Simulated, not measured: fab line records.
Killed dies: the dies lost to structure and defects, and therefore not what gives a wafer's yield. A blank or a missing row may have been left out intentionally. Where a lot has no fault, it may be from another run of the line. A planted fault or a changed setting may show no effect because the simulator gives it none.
Struck lot and sound lot, side by side | flow sky130 | 35 out of 708 route steps
Sound: wafers L484.1, L484.5, L484.6. The struck wafers were L491.3, L491.4, L491.6. The cause comes at the end.
Order at every step that has rows: each side's tool, ch and its chambers, its first start. Under that, the readings that differ: sound wafers | struck wafers | difference of the means | sigmas: that difference in standard deviations of wafers without a fault.
alike: a reading whose means differ by less than 2 such deviations, as well as words and numbers matching on both sides. not compared: withheld readings; readings where some wafer has no value; bounds like >300 that might hide an equal value; numbers whose values overlap and for which the record gives no deviation.
A row with sigmas, a row that says differs or no value, or rows on one side alone: a step with any of these is where the two part. Numbers that don't overlap but have no deviation are shown without sigmas and don't part them. A reading that every wafer of one side lacks parts them only if that side has two wafers or more.

first, 10 steps without rows for these wafers: SKY_VIA3_CLEAN_18 (cleans in IPA, time 180 s); SKY_VIA3_CLEAN_19 (cleans in O3/DIW); SKY_VIA3_SPUTTER_20 (material TiN, target thk 20 nm, time 80 s); SKY_VIA3_CVD_21 (deposits W, target thk 390 nm, time 117.31 s); SKY_VIA3_CMP_24 (polishes, stops on SiO2, t overpolish 20 s, target thk 0 nm); SKY_METAL4_SPUTTER_00 (material Ti, target thk 15 nm, time 10 s); SKY_METAL4_SPUTTER_01 (material TiN, target thk 20 nm, time 16.7 s); SKY_METAL4_SPUTTER_02 (material AlCu, target thk 735 nm, time 39.1 s); SKY_METAL4_SPUTTER_03 (material Ti, target thk 5 nm, time 3.3 s); SKY_METAL4_SPUTTER_04 (material TiN, target thk 70 nm, time 58.3 s).
SKY_CAP2M_CVD_00: deposits SiO2, target thk 15.5 nm.
  sound on pecvd-03 ch 1,2, day 41 15:23; struck on pecvd-04 ch 1,2, day 43 19:15
  alike: heater power w, rf fwd power W
then, 23 steps without rows for these wafers: SKY_CAP2M_SPUTTER_02 (material TiN, target thk 200 nm, time 166.7 s); SKY_CAP2M_DEHYDRATE_05 (time 60 s); SKY_CAP2M_HMDS_06 (prime time 60 s); SKY_CAP2M_COAT_07 (resist thk 1140 nm); SKY_CAP2M_SOFTBAKE_08 (time 60 s); SKY_CAP2M_EXPOSE_09 (exposes mask CAP2M, target cd 1000 nm); SKY_CAP2M_PEB_10; SKY_CAP2M_DEVELOP_11 (develop time 60 s); SKY_CAP2M_METAL_ETCH_13 (etches TiN in Cl2/BCl3, stops on SiO2, target depth 220 nm, time 62.9 s); SKY_CAP2M_STRIP_14 (strips in O2/N2); SKY_CAP2M_STRIP_15 (strips in post etch residue remover, time 1200 s); SKY_CAP2M_CLEAN_16 (cleans in IPA, time 180 s); SKY_CAP2M_CLEAN_17 (cleans in O3/DIW); SKY_METAL4_DEHYDRATE_05 (time 60 s); SKY_METAL4_HMDS_06 (prime time 60 s); SKY_METAL4_COAT_07 (resist thk 60 nm); SKY_METAL4_COAT_08 (resist thk 1140 nm); SKY_METAL4_SOFTBAKE_09 (time 90 s); SKY_METAL4_EXPOSE_10 (exposes mask MM4, target cd 300 nm); SKY_METAL4_PEB_11; SKY_METAL4_DEVELOP_12 (develop time 60 s); SKY_METAL4_DESCUM_15 (chemistry O2, time 8 s); SKY_METAL4_ETCH_16 (etches BARC in N2/H2, stops on SiO2, time 88.2 s, target depth 60 nm).
-- the record jumps here: 5 days lie between the struck wafers' starts before and after (it left off in module METAL4 and takes up again in module PAD_OPEN, whose first step shown is number 708 of the route) --
SKY_PAD_OPEN_PROBE_99:
  sound on prober-01, day 47 08:47; struck on prober-02, day 49 03:06
  reading                               | sound              | struck                                                                     | difference                   | sigmas
  hold                                  | - - -              | await dispo/3.3h/release await dispo/3.3h/release await dispo/3.3h/release | no value on the sound wafers |
  defect limited yield (%)              | 80.5 83.5 81.5     | 74.2 72.2 74.0                                                             | -8.4                         | -4
  killed at contacts                    | 31 26 31           | 17 18 14                                                                   | -13                          | -2
  killed at other                       | 1 0 0              | 59 72 43                                                                   | +58                          | +92
  killed dies                           | 96 81 91           | 127 137 128                                                                | +41                          | +4
  killed open                           | 52 48 61           | 40 29 37                                                                   | -18                          | -2
  sort_bin_3_pad_short (%)              | 0.8 1.0 0.6        | 4.7 6.1 4.3                                                                | +4.2                         | +10
  sort_bin_5_function (%)               | 12.8 8.5 11.0      | 15.7 15.0 15.4                                                             | +4.6                         | +3
  sort n pass                           | 396 411 401        | 365 355 364                                                                | -41                          | -4
  sort yield pct (%)                    | 80.5 83.5 81.5     | 74.2 72.2 74.0                                                             | -8.4                         | -4
  model.etest.tester.sort n pass        | 396 411 401        | 365 355 364                                                                | -41                          |
  model.etest.tester.sort yield pct (%) | 80.49 83.54 81.5   | 74.19 72.15 73.98                                                          | -8.40                        |
  model.etest.tester.sort_bin_5_pct (%) | 12.8 8.537 10.98   | 15.65 15.04 15.45                                                          | +4.61                        |
  model.etest.tester.sort_bin_3_pct (%) | 0.813 1.016 0.6098 | 4.675 6.098 4.268                                                          | +4.201                       |
  alike: killed_at_M0_to_M3, killed_at_M4_up, killed at front end, killed short, sort_bin_6_memory

WHERE THEY PART
Within this record, at SKY_PAD_OPEN_PROBE_99 only.

WHY: whatever the simulator had introduced
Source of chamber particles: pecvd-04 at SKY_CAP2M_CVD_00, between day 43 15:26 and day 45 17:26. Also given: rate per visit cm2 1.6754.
